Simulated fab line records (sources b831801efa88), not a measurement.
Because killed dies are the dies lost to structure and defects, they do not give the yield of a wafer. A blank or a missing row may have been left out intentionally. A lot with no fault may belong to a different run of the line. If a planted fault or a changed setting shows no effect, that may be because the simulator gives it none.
Struck lot and sound lot, side by side / flow sky130 / 18 steps out of a route of 708
Sound: wafers L245.4, L245.5, L245.6. Struck: wafer L230.1 (L230.2, L230.5, from the same lot, were not struck and are left out); the cause is given at the end.
At each step with rows: each side's tool, then ch and its chambers, then its first start. Under that, the readings that differ: sound wafers / struck wafers / difference of the means / sigmas: that difference in standard deviations of wafers without a fault.
alike: readings whose means differ by less than 2 such deviations, and words and numbers that are the same on both sides. not compared: withheld readings, readings that some wafer has no value for, bounds like >300 that may hide the same value, and numbers for which the record gives no deviation and whose values overlap.
A row with sigmas, a row that says differs or no value, or rows on one side alone: a step with any of these is where the two part. When numbers do not overlap yet have no deviation, they are printed without sigmas and do not part them. Lack of a reading on every wafer of one side parts them only where that side has two or more wafers.

first, 3 steps without rows for these wafers: SKY_VIA2_EXPOSE_09 (exposes mask VIM2, target cd 200 nm); SKY_VIA2_PEB_10; SKY_VIA2_DEVELOP_11 (develop time 60 s).
SKY_VIA2_CD_MEAS_12 targets a cd of 200 nm.
  sound on cd sem-02 at day 41 09:45; struck on cd sem-02 at day 37 04:53
  alike: cd nm
SKY_VIA2_OVL_MEAS_13:
  sound on overlay-02 at day 41 09:50; struck on overlay-01 at day 37 05:01
  alike: VIA2_OVL
SKY_VIA2_ETCH_14: etches BARC in N2/H2, stops on SiO2, time 45.9 s, target depth 60 nm.
  sound on rie diel-03 ch 2,3, day 41 09:51; struck on rie diel-03 ch 2, day 37 05:02
  alike: drypump motor current A, oes product au, throttle valve pct
  not compared: rf hours counter h
SKY_VIA2_ETCH_15: etches SiO2 in C4F8/O2/Ar, stops on TiN, target depth 546 nm, time 84 s.
  sound on rie diel-03 ch 2,3, day 41 09:53; struck on rie diel-03 ch 2, day 37 05:05
  alike: oes product au
  not compared: rf hours counter h
SKY_VIA2_STRIP_16: strips in O2/N2.
  sound on plasma asher-04 ch 0,1, day 41 09:59; struck on plasma asher-01 ch 0, day 37 05:09
reading=o2 flow sccm (sccm); sound=3010 3003 3010; struck=2988; difference=-20; sigmas=-2
reading=rf hours counter h (h); sound=- - -; struck=45; difference=no value on the sound wafers; sigmas=
  alike: drypump motor current A, oes product au, strip time to endpoint s
then, 3 steps without rows for these wafers: SKY_VIA2_STRIP_17 (strips in post etch residue remover, time 1200 s); SKY_VIA2_CLEAN_18 (cleans in IPA, time 180 s); SKY_VIA2_CLEAN_19 (cleans in O3/DIW).
SKY_VIA2_SPUTTER_20: material TiN, target thk 20 nm, time 80 s.
  sound on pvd sputter-01 at day 41 10:36; struck on pvd sputter-04 at day 37 05:45
  alike: throttle valve pct
SKY_VIA2_CVD_21: deposits W, target thk 420 nm, time 126.4 s.
  sound on cvd w-01 ch 0,1, day 41 10:43; struck on cvd w-01 ch 0, day 37 05:49
reading=model.W_of_VIA2_CVD_21.thk nm (nm); sound=415.3 413.3 426.1; struck=591.4; difference=+173.2; sigmas=
  alike: heater power w
SKY_VIA2_RS_MEAS_22: measures by four-point-probe.
  sound on film metro-02 at day 41 10:51; struck on film metro-04 at day 37 05:56
reading=VIA2_W_RS (ohm/sq); sound=0.277 0.277 0.270; struck=0.193; difference=-0.082; sigmas=-25
SKY_VIA2_THK_MEAS_23: measures by xrf.
  sound on film metro-02 at day 41 10:56; struck on film metro-04 at day 37 06:04
  not compared: VIA2_W_THK
SKY_VIA2_CMP_24: polishes, stops on SiO2, t overpolish 20 s, target thk 0 nm.
  sound on cmp-02 ch 1,2,3, day 41 11:07; struck on cmp-01 ch 1, day 37 06:07
reading=time to endpoint s (s); sound=98 100 103; struck=140; difference=+40; sigmas=+10
  alike: motor current A
SKY_METAL3_SPUTTER_00: material Ti, target thk 15 nm, time 10 s.
  sound on pvd sputter-01 at day 41 11:16; struck on pvd sputter-01 at day 37 06:25
  alike: throttle valve pct
SKY_PAD_OPEN_PROBE_99:
  sound wafers here have rows in the record (prober-01, day 49 18:59); struck ones have none

## WHERE THEY PART
Last at SKY_PAD_OPEN_PROBE_99 as far as this record goes, first at SKY_VIA2_STRIP_16.

WHY: the cause the simulator had injected
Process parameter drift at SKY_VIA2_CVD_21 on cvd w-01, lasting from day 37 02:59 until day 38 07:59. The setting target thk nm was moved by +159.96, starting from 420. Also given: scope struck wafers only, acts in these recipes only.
